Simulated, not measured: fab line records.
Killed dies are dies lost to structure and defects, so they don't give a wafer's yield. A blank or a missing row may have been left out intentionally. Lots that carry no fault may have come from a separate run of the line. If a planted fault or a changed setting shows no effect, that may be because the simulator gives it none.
Problem report in the 8D (eight disciplines) form, filled by code :: flow gf180mcu :: the parts of the form that need people (team, actions taken, sign-off) are left out

== 1. THE ISSUE ==
chamberO2Ppm at GF_SALICIDE_RTA_08 reads a mean of 301.998 on 9 wafers of 3 lots; wafers without a fault read 2.002 with a standard deviation of 0.021. So: +99 or more standard deviations from the usual mean.
The step: time 30 s.
First seen on wafer L642.3, day 18 19:47, on rtpAnneal-01. The record holds 45 wafers of 15 lots with a number at this step. By rule, "out" or "out of limits" means more than 4 standard deviations away from the usual mean. The other wafers with a number count as sound.

== 2. WHAT IT IS AND WHAT IT IS NOT ==
question: which readings at this step
is: chamberO2Ppm
is not: lampPowerPct, wafer_temp_C_max

question: which lots
is: L642, L644, L645
is not: L632, L634, L635, L636, L637, L639, L641, L649, L650, L652, L654, L655

question: which wafers of those lots
is: all that have a number
is not: -

question: read on which tools
is: rtpAnneal-01
is not: rtpAnneal-02

question: when
is: from day 18 19:47
is not: up to then (21 sound wafers); but 15 sound wafers of L649, L650, L652, L654, L655 came after

== 3. SUSPECTS, AND WHAT RULES EACH OUT ==
Counting: any tool at a process step up to the reading is kept as a suspect provided that every lot that is out went through it and no sound lot did after the first of them.
- rtpAnneal-01 at GF_SALICIDE_RTA_08 (time 30 s): ruled out as a lasting fault. Sound lots L655 ran on it after its first lot that is out, L642 (day 18 19:47).
Left after counting: nothing in the record.

== 4. THE CAUSE (what the simulator had put in) ==
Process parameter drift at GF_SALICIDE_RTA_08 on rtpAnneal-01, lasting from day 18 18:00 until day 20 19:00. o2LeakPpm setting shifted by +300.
Counting ruled it out, wrongly.

== 5. THE EFFECT CHAIN, in route order ==
Each row: a reading whose mean over the struck wafers that have a number lies more than 3 standard deviations from the usual. Scope: only readings with a usual standard deviation given in the record; hours: median across lots of the time from each lot's start at the first step in this table that gives one to its start at this step; sigmas: change in usual standard deviations.
hours: 0
step: GF_SALICIDE_RTA_08
reading: chamberO2Ppm
usual: 2.002
on struck wafers: 301.998
change: +299.996
sigmas: +99 or more
Here are the process steps it includes:
- GF_SALICIDE_RTA_08: time 30 s.
Later steps that measure or inspect, where all struck wafers having a row at the step show a number for every such reading and not one has moved that far: GF_CONTACT_CD_MEAS_14.

== 6. WHAT WOULD HAVE CAUGHT IT SOONER ==
2 hours passed between the start of the fault at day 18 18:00 and the first reading out of limits in this record, taken at day 18 19:47.
